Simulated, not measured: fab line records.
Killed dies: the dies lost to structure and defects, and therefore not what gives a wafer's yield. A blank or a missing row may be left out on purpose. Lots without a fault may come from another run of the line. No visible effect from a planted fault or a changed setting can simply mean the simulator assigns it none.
Chamber matching	flow sky130	SKY_CONTACT_CMP_27 on cmp-01 has 4 sister chambers
The step polishes, stops on SiO2, t overpolish 15 s, target thk 0 nm. 14 wafers are shown with their chamber, then 7 later ones without.

== EACH WAFER AND ITS CHAMBER ==
wafer	chamber	motor-current-A (A)	time-to-endpoint-s (s)	overpolish-run-s (s)
L305.2	1	10.4	79	15.016
L305.3	3	9.8	80	14.996
L305.5	2	10.3	78	14.988
L309.2	1	11.1	79	14.977
L309.4	3	9.8	82	15.001
L309.5	0	11.5	81	15.005
L308.2	0	11.9	82	15.012
L308.4	1	10.6	79	15.007
L308.6	0	12.0	82	14.991
L310.2	2	9.8	83	15.007
L310.3	0	11.5	82	15.004
L310.4	1	10.5	82	15.024
L311.1	1	10.6	77	14.999
L311.3	2	10.1	78	14.996

SIGNATURES (means of the wafers above)
reading	chamber 0	chamber 1	chamber 2	chamber 3	scatter within a chamber
motor-current-A	11.725	10.640	10.067	9.800	0.25
time-to-endpoint-s	81.75	79.20	79.67	81.00	1.79
overpolish-run-s	15.00300	15.00460	14.99700	14.99850	0.0132
Rule: distance of a wafer from a chamber = root of the sum over the readings of ((wafer's reading minus chamber's mean) / reading's scatter) squared. If the next closest chamber is less than 2 further off than the closest, the wafer can't be placed; otherwise it belongs to the closest. The scatter: the root of (the sum of the squares of (reading less its chamber's mean) over the shown wafers, divided by (wafers less chambers)).

== WAFERS WHOSE CHAMBER IS MISSING ==
wafer	motor-current-A (A)	time-to-endpoint-s (s)	overpolish-run-s (s)
L311.4	9.4	80	14.994
L313.1	10.2	79	14.998
L313.2	9.7	81	15.008
L313.4	12.0	79	15.011
L323.2	10.4	79	15.005
L323.3	9.7	81	15.006
L323.4	9.8	80	14.998

== THE CHAMBER EACH PASSED THROUGH ==
wafer	from the rows above	in truth
L311.4	can't be placed: 3 or 2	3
L313.1	can't be placed: 2 or 1 or 3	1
L313.2	can't be placed: 3 or 2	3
L313.4	0	0
L323.2	can't be placed: 1 or 2 or 3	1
L323.3	can't be placed: 3 or 2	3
L323.4	can't be placed: 3 or 2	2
Correct placement for 1 of the 7. Unplaceable from these rows: 6, with the true chamber sitting among the candidates in 6. 0 placed wrongly.
